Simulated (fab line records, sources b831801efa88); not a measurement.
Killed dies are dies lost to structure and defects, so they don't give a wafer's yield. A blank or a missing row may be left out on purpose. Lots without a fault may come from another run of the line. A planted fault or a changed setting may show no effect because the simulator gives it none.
Chamber matching | flow gf180mcu | GF_V4_CMP_26 on cmp-01: 4 sister chambers
The step polishes, stops on SiO2, t overpolish 15 s, target thk 0 nm. 8 wafers are shown with their chamber, then 8 later ones without.

WAFERS WITH THEIR CHAMBER
wafer  | chamber | motor_current_A (A) | time_to_endpoint_s (s)
L379.1 | 2       | 12.1                | 87
L380.6 | 3       | 10.5                | 87
L381.5 | 1       | 10.9                | 85
L381.6 | 0       | 11.0                | 84
L384.1 | 3       | 10.4                | 81
L384.2 | 2       | 11.4                | 86
L384.3 | 1       | 11.4                | 88
L389.1 | 0       | 10.5                | 81

WAFERS WITHOUT THEIR CHAMBER
wafer  | motor_current_A (A) | time_to_endpoint_s (s)
L389.3 | 11.6                | 81
L389.6 | 11.2                | 83
L392.2 | 11.2                | 89
L392.5 | 10.0                | 84
L392.6 | 11.6                | 86
L393.3 | 11.6                | 85
L393.4 | 9.7                 | 84
L393.5 | 10.7                | 88

WHICH CHAMBER EACH WENT THROUGH
wafer  | from the rows above               | in truth
L389.3 | can't be placed: 2 or 1 or 0 or 3 | 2
L389.6 | can't be placed: 0 or 1 or 2 or 3 | 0
L392.2 | can't be placed: 1 or 2 or 0 or 3 | 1
L392.5 | can't be placed: 3 or 0           | 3
L392.6 | can't be placed: 2 or 1           | 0
L393.3 | can't be placed: 2 or 1 or 0      | 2
L393.4 | can't be placed: 3 or 0           | 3
L393.5 | can't be placed: 1 or 3 or 0 or 2 | 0
Placed correctly: 0 of 8. Can't be placed from these rows: 8 (the true chamber is among the candidates in 7). Placed wrongly: 0.
How it was worked out, from the rows above alone: a wafer's distance from a chamber is the root of the sum, over the readings, of the square of ((its reading less the chamber's mean) divided by the reading's scatter). The wafer belongs to the nearest chamber; if the next one is less than 2 further off, it can't be placed. A chamber's mean is the mean of its shown wafers. The scatter: the root of (the sum of the squares of (reading less its chamber's mean) over the shown wafers, divided by (wafers less chambers)).
